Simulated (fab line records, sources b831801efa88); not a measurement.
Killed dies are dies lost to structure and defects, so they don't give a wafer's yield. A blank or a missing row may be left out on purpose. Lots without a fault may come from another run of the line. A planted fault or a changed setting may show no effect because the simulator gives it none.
Which tool did it? | flow gf180mcu | 6 lots, 18 wafers sampled, at 3 steps of a route of 602

WHAT THE GAUGES READ, wafer by wafer
GF_POLY_GATE_CD_MEAS_10: target cd 280 nm.
lot  | measured     | on        | cd_nm (nm)
L851 | day 9 10:41  | cd_sem-02 | 281.4 279.9 280.6
L855 | day 10 17:01 | cd_sem-02 | 281.8 282.0 282.5
L857 | day 11 06:46 | cd_sem-02 | 279.1 279.6 279.5
L860 | day 12 02:49 | cd_sem-02 | 279.9 279.8 279.9
L863 | day 12 23:49 | cd_sem-02 | 279.1 278.3 278.4
L870 | day 15 05:02 | cd_sem-01 | 279.6 280.9 280.1

WHICH TOOL RAN EACH LOT (tool, then ch and the chambers of the sampled wafers, then the start)
lot  | GF_STI_CMP_25                | GF_LVPWELL_EXPOSE_04
L851 | cmp-02 ch 0,2,3, day 2 09:48 | iline_stepper-02 ch 0, day 3 19:53
L855 | cmp-01 ch 0,1, day 3 05:53   | iline_stepper-02 ch 0, day 4 17:05
L857 | cmp-02 ch 1,2,3, day 3 15:34 | iline_stepper-02 ch 0, day 5 03:17
L860 | cmp-02 ch 0,1,3, day 4 06:17 | iline_stepper-02 ch 0, day 5 20:47
L863 | cmp-02 ch 0,1,3, day 4 22:07 | iline_stepper-02 ch 0, day 6 13:17
L870 | cmp-01 ch 1,2,3, day 6 11:05 | iline_stepper-02 ch 0, day 8 07:50
- GF_STI_CMP_25: polishes, stops on Si3N4, t overpolish 33 s, target thk 524.6 nm.
- GF_LVPWELL_EXPOSE_04: exposes mask LVPWELL, target cd 600 nm.

THE ANSWER, worked out from the rows above alone
Rule: what is usual is taken from the lots themselves. Put in order of their means at a reading, lots are off if they are a third of the lots or fewer, leave a main group of 4 or more, and stand apart from it by a gap of 3 or more times the standard deviation of the main group's means; of several such gaps the widest counts. A main group whose means are all the same, to the digits that the tables above print for the reading, isn't used. A lot without any number at a reading at which 4 lots or more have one is off too. The other lots that the step has rows for count as sound.
No lot is off at any reading shown: from this, nothing can be told.

WHAT THE SIMULATOR HAD PUT IN
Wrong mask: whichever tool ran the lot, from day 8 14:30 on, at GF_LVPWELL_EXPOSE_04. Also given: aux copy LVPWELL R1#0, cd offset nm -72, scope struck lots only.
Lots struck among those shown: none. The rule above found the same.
